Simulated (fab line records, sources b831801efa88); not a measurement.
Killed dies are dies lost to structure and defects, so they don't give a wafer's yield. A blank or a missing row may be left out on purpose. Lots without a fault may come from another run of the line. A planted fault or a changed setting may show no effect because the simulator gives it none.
Chamber matching | flow gf180mcu | GF_POLY_GATE_ETCH_13 on rie_si-02: 4 sister chambers
The step etches poly-Si in HBr/Cl2, stops on SiO2, target depth 198.5 nm, time 69.6 s. 4 wafers are shown with their chamber, then 10 later ones without.

WAFERS WITH THEIR CHAMBER
wafer  | chamber | throttle_valve_pct (%)
L285.1 | 2       | 33.686
L285.6 | 1       | 33.683
L297.1 | 0       | 33.671
L297.2 | 3       | 33.669

WAFERS WITHOUT THEIR CHAMBER
wafer  | throttle_valve_pct (%)
L297.6 | 33.684
L299.4 | 33.666
L299.5 | 33.680
L299.6 | 33.691
L300.3 | 33.681
L300.4 | 33.679
L300.5 | 33.672
L301.1 | 33.687
L301.4 | 33.678
L301.5 | 33.690

WHICH CHAMBER EACH WENT THROUGH
wafer  | from the rows above               | in truth
L297.6 | can't be placed: 1 or 2           | 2
L299.4 | can't be placed: 3 or 0           | 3
L299.5 | can't be placed: 1 or 2 or 0      | 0
L299.6 | can't be placed: 2 or 1           | 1
L300.3 | can't be placed: 1 or 2           | 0
L300.4 | can't be placed: 1 or 2 or 0 or 3 | 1
L300.5 | can't be placed: 0 or 3           | 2
L301.1 | can't be placed: 2 or 1           | 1
L301.4 | can't be placed: 1 or 0 or 2 or 3 | 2
L301.5 | can't be placed: 2 or 1           | 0
Placed correctly: 0 of 10. Can't be placed from these rows: 10 (the true chamber is among the candidates in 7). Placed wrongly: 0.
How it was worked out, from the rows above alone: a wafer's distance from a chamber is the root of the sum, over the readings, of the square of ((its reading less the chamber's mean) divided by the reading's scatter). The wafer belongs to the nearest chamber; if the next one is less than 2 further off, it can't be placed. A chamber's mean is the mean of its shown wafers. The scatter: with one shown wafer a chamber, the root of the mean of the squares of how far each hidden wafer lies from its nearest shown one.
